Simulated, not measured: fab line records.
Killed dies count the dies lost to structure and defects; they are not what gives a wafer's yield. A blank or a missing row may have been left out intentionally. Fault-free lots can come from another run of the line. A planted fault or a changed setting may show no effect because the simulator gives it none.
Shared-tool check | flow sky130 | 48 wafers sampled across 14 lots

== WHY IT WAS OPENED ==
Of 14 lots, 2 have the reading POLY_GATE_CVD_00_THK flagged at SKY_POLY_GATE_THK_MEAS_01. No-fault wafers: 180.4 nm, standard deviation 1.4.
Rule: flag the lot when none of its wafers has a number, or when each of its wafers that has one lies beyond 4 standard deviations from that mean. As for the other lots, they are considered sound.

lot  | measured     | on           | POLY_GATE_CVD_00_THK (nm), wafer by wafer | flag
L231 | day 13 14:38 | filmMetro-01 | 182.3 181.6 181.1                         | 
L232 | day 14 05:05 | filmMetro-03 | 181.8 181.3 182.1                         | 
L233 | day 14 12:23 | filmMetro-03 | 180.7 181.3 180.9                         | 
L235 | day 16 08:51 | filmMetro-04 | 181.5 180.6 180.4                         | 
L236 | day 16 08:51 | filmMetro-01 | 180.2 180.0 180.8                         | 
L234 | day 16 08:52 | filmMetro-03 | 179.6 181.0 180.7                         | 
L237 | day 16 15:31 | filmMetro-01 | 180.2 180.2 179.9                         | 
L238 | day 16 15:31 | filmMetro-03 | 180.4 181.9 182.2                         | 
L239 | day 16 19:38 | filmMetro-04 | 181.5 182.0 182.1                         | 
L240 | day 17 07:55 | filmMetro-03 | 182.0 179.3 180.4                         | 
L241 | day 17 22:29 | filmMetro-01 | 179.0 180.9 180.8                         | 
L243 | day 18 07:08 | filmMetro-04 | 178.7 178.1 177.7                         | 
L247 | day 19 11:40 | filmMetro-03 | 238.6 236.5 236.4 238.7 236.5 236.0       | FLAGGED
L248 | day 19 19:43 | filmMetro-03 | 239.0 238.9 238.1 239.1 238.9 238.0       | FLAGGED
The mean of the flagged lots' numbers is 237.9 nm, +57.5 nm from the usual (+41 standard deviations).

== WHICH TOOL RAN EACH LOT ==
The record holds 1 process step before the reading, out of a route of 708 steps. Cell contents, in order: the tool; ch with the chambers the sampled wafers went through; the start.
lot  | flag    | SKY_POLY_GATE_CVD_00
L231 |         | lpcvd-01 ch 0, day 13 13:25
L232 |         | lpcvd-01 ch 1, day 14 03:52
L233 |         | lpcvd-01 ch 0, day 14 11:10
L235 |         | lpcvd-01 ch 0, day 16 07:39
L236 |         | lpcvd-01 ch 0, day 16 07:39
L234 |         | lpcvd-01 ch 1, day 16 07:39
L237 |         | lpcvd-01 ch 1, day 16 14:18
L238 |         | lpcvd-01 ch 1, day 16 14:18
L239 |         | lpcvd-01 ch 0, day 16 18:26
L240 |         | lpcvd-01 ch 1, day 17 06:41
L241 |         | lpcvd-01 ch 1, day 17 21:16
L243 |         | lpcvd-01 ch 0, day 18 05:55
L247 | FLAGGED | lpcvd-01 ch 1, day 19 10:28
L248 | FLAGGED | lpcvd-01 ch 1, day 19 18:30
What the steps here do:
- SKY_POLY_GATE_CVD_00: deposits poly-Si, target thk 180 nm, time 720 s.
- SKY_POLY_GATE_THK_MEAS_01

== FLAGGED AGAINST TOTAL, ONE TOOL AT A TIME (gauges that did the reading follow at the end) ==
step                      | tool         | lots run | flagged | share of the flagged lots | sound lots run after its first flagged lot
SKY_POLY_GATE_CVD_00      | lpcvd-01     | 14       | 2       | all                       | 0
SKY_POLY_GATE_THK_MEAS_01 | filmMetro-01 | 4        | 0       | none                      | -
SKY_POLY_GATE_THK_MEAS_01 | filmMetro-03 | 7        | 2       | all                       | 0
SKY_POLY_GATE_THK_MEAS_01 | filmMetro-04 | 3        | 0       | none                      | -

== WHAT IS ALLOWED BY THE TABLE ==
Table rows that saw every flagged lot: 2, namely lpcvd-01 at SKY_POLY_GATE_CVD_00 and filmMetro-03 at SKY_POLY_GATE_THK_MEAS_01.
- lpcvd-01 at SKY_POLY_GATE_CVD_00: 2 of its 14 lots flagged. A fault beginning between L243 (day 18 05:55), its last sound lot, and L247 (day 19 10:28), its first flagged one, fits the data.
- filmMetro-03 at SKY_POLY_GATE_THK_MEAS_01: 2 of its 7 lots flagged. A fault beginning between L240 (day 17 07:55), its last sound lot, and L247 (day 19 11:40), its first flagged one, fits the data.
Because each of these 2 tools fits a fault that began at some hour, counting lots does not separate them. More lots, or a look at what each step does to the wafer, might.

== WHAT THE SIMULATOR PUT IN ==
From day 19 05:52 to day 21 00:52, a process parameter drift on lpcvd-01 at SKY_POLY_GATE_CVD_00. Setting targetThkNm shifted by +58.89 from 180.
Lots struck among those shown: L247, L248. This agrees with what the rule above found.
